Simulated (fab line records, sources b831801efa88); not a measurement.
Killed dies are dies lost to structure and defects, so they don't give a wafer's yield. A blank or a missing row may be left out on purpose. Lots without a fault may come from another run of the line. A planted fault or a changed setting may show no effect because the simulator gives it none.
Tool commonality check | flow sky130 | 16 lots, 48 wafers sampled

WHY IT WAS OPENED
At SKY_METAL3_CD_MEAS_13 the reading cd_nm is flagged on 4 of 16 lots. Wafers without a fault read 299.7 nm, standard deviation 1.5.
Rule: a lot is flagged when every wafer of it that has a number lies more than 4 standard deviations from that mean, or none has a number. The other lots count as sound.

lot  | measured     | on        | cd_nm (nm), wafer by wafer | flag
L214 | day 38 20:38 | cd_sem-02 | 300.3 297.8 299.3          |
L215 | day 39 03:31 | cd_sem-01 | 300.6 299.4 300.2          |
L216 | day 39 18:53 | cd_sem-02 | 302.4 300.9 300.5          |
L217 | day 39 19:13 | cd_sem-02 | 297.8 299.0 298.3          |
L219 | day 40 18:25 | cd_sem-01 | 296.1 297.6 299.1          |
L220 | day 40 22:38 | cd_sem-01 | 300.9 299.9 299.9          |
L222 | day 42 14:22 | cd_sem-01 | 355.5 354.9 354.2          | FLAGGED
L224 | day 42 17:43 | cd_sem-01 | 355.5 355.6 355.1          | FLAGGED
L226 | day 42 17:50 | cd_sem-02 | 357.2 356.2 355.9          | FLAGGED
L225 | day 42 20:11 | cd_sem-01 | 298.4 299.2 298.3          |
L227 | day 42 21:20 | cd_sem-01 | 301.0 302.3 301.4          |
L228 | day 43 04:13 | cd_sem-01 | 331.1 330.9 332.7          | FLAGGED
L231 | day 43 19:13 | cd_sem-01 | 297.7 297.7 298.5          |
L230 | day 43 22:14 | cd_sem-02 | 296.8 298.0 297.5          |
L232 | day 44 03:04 | cd_sem-02 | 303.2 301.3 302.5          |
L234 | day 44 15:09 | cd_sem-02 | 297.8 300.2 300.6          |
The numbers of the flagged lots are 349.6 nm on average: +49.9 nm against the usual, or +33 standard deviations.

WHICH TOOL RAN EACH LOT
The record holds 2 process steps before the reading, out of a route of 708 steps. In each cell: the tool, then ch and the chambers that the sampled wafers went through, then the start.
lot  | flag    | SKY_VIA2_ETCH_15                   | SKY_METAL3_EXPOSE_10
L214 |         | rie_diel-04 ch 0,2, day 36 15:15   | krf_scanner-01 ch 0, day 38 09:26
L215 |         | rie_diel-04 ch 1,2,3, day 36 23:22 | krf_scanner-01 ch 0, day 38 15:49
L216 |         | rie_diel-01 ch 0,1,3, day 37 14:46 | krf_scanner-01 ch 0, day 39 06:14
L217 |         | rie_diel-04 ch 0,2,3, day 37 14:51 | krf_scanner-02 ch 0, day 39 06:31
L219 |         | rie_diel-04 ch 1,3, day 38 13:55   | krf_scanner-01 ch 0, day 40 05:28
L220 |         | rie_diel-01 ch 0,3, day 38 18:18   | krf_scanner-02 ch 0, day 40 11:21
L222 | FLAGGED | rie_diel-04 ch 0,1, day 40 13:27   | krf_scanner-02 ch 0, day 42 02:25
L224 | FLAGGED | rie_diel-03 ch 0,1,2, day 40 16:10 | krf_scanner-02 ch 0, day 42 05:23
L226 | FLAGGED | rie_diel-01 ch 0,2,3, day 40 16:25 | krf_scanner-02 ch 0, day 42 06:01
L225 |         | rie_diel-01 ch 2,3, day 40 19:06   | krf_scanner-01 ch 0, day 42 08:28
L227 |         | rie_diel-01 ch 1,2,3, day 40 20:07 | krf_scanner-01 ch 0, day 42 09:09
L228 | FLAGGED | rie_diel-03 ch 2,3, day 41 01:52   | krf_scanner-02 ch 0, day 42 17:54
L231 |         | rie_diel-04 ch 1,2,3, day 41 17:54 | krf_scanner-01 ch 0, day 43 07:01
L230 |         | rie_diel-04 ch 1,2,3, day 41 20:06 | krf_scanner-01 ch 0, day 43 09:31
L232 |         | rie_diel-01 ch 0,2,3, day 42 02:10 | krf_scanner-01 ch 0, day 43 16:31
L234 |         | rie_diel-01 ch 0,3, day 42 15:58   | krf_scanner-01 ch 0, day 44 04:20
What these steps do:
- SKY_VIA2_ETCH_15: etches SiO2 in C4F8/O2/Ar, stops on TiN, target depth 546 nm, time 84 s.
- SKY_METAL3_EXPOSE_10: exposes mask MM3, target cd 300 nm.
- SKY_METAL3_CD_MEAS_13: target cd 300 nm.

FLAGGED OVER TOTAL, TOOL BY TOOL (the gauges that took the reading come last)
step                  | tool           | lots run | flagged | share of the flagged lots | sound lots run after its first flagged lot
SKY_VIA2_ETCH_15      | rie_diel-01    | 7        | 1       | some                      | 4 (L225,L227,L232,L234)
SKY_VIA2_ETCH_15      | rie_diel-03    | 2        | 2       | some                      | 0
SKY_VIA2_ETCH_15      | rie_diel-04    | 7        | 1       | some                      | 2 (L231,L230)
SKY_METAL3_EXPOSE_10  | krf_scanner-01 | 10       | 0       | none                      | -
SKY_METAL3_EXPOSE_10  | krf_scanner-02 | 6        | 4       | all                       | 0
SKY_METAL3_CD_MEAS_13 | cd_sem-01      | 9        | 3       | some                      | 3 (L225,L227,L231)
SKY_METAL3_CD_MEAS_13 | cd_sem-02      | 7        | 1       | some                      | 3 (L230,L232,L234)

WHAT THE TABLE ALLOWS
1 row of the table ran every flagged lot: krf_scanner-02 at SKY_METAL3_EXPOSE_10.
- krf_scanner-02 at SKY_METAL3_EXPOSE_10: 4 of its 6 lots flagged. Its last sound lot is L220 (day 40 11:21), its first flagged lot L222 (day 42 02:25): a fault that began between those two fits. Its own readings lie more than 4 standard deviations out on every wafer of the flagged lots: exposure_dose_mJ_cm2.
One tool is left: krf_scanner-02 at SKY_METAL3_EXPOSE_10.

WHAT THE SIMULATOR HAD PUT IN
Process parameter drift: krf_scanner-02, from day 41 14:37 on, at SKY_METAL3_EXPOSE_10. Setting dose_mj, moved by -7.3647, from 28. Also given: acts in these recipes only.
Lots struck among those shown: L222, L224, L226, L228. The rule above found the same.
